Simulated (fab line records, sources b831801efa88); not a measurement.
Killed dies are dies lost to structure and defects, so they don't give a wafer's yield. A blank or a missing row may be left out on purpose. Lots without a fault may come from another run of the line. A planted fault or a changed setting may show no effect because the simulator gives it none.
Which tool did it? | flow gf180mcu | 7 lots, 21 wafers sampled, at 1 step of a route of 602

WHAT THE GAUGES READ, wafer by wafer
GF_VT_IMPLANT_RS_MEAS_48: measures by four-point-probe.
lot  | measured     | on            | LVPWELL_RS (ohm/sq)
L338 | day 7 20:20  | film_metro-04 | 1200.1 1201.0 1201.6
L340 | day 8 10:56  | film_metro-01 | 1193.1 1194.5 1192.9
L345 | day 9 16:43  | film_metro-02 | 1193.6 1197.6 1196.6
L350 | day 11 01:35 | film_metro-04 | 1197.1 1194.3 1197.5
L355 | day 13 08:11 | film_metro-02 | 1197.7 1201.5 1201.6
L356 | day 13 12:14 | film_metro-01 | 1196.6 1195.4 1195.2
L359 | day 14 04:25 | film_metro-02 | 1198.6 1196.9 1200.1

WHICH TOOL RAN EACH LOT (tool, then ch and the chambers of the sampled wafers, then the start)
The record holds no process step before these readings.

THE ANSWER, worked out from the rows above alone
Rule: what is usual is taken from the lots themselves. Put in order of their means at a reading, lots are off if they are a third of the lots or fewer, leave a main group of 4 or more, and stand apart from it by a gap of 3 or more times the standard deviation of the main group's means; of several such gaps the widest counts. A main group whose means are all the same, to the digits that the tables above print for the reading, isn't used. A lot without any number at a reading at which 4 lots or more have one is off too. The other lots that the step has rows for count as sound.
No lot is off at any reading shown: from this, nothing can be told.

WHAT THE SIMULATOR HAD PUT IN
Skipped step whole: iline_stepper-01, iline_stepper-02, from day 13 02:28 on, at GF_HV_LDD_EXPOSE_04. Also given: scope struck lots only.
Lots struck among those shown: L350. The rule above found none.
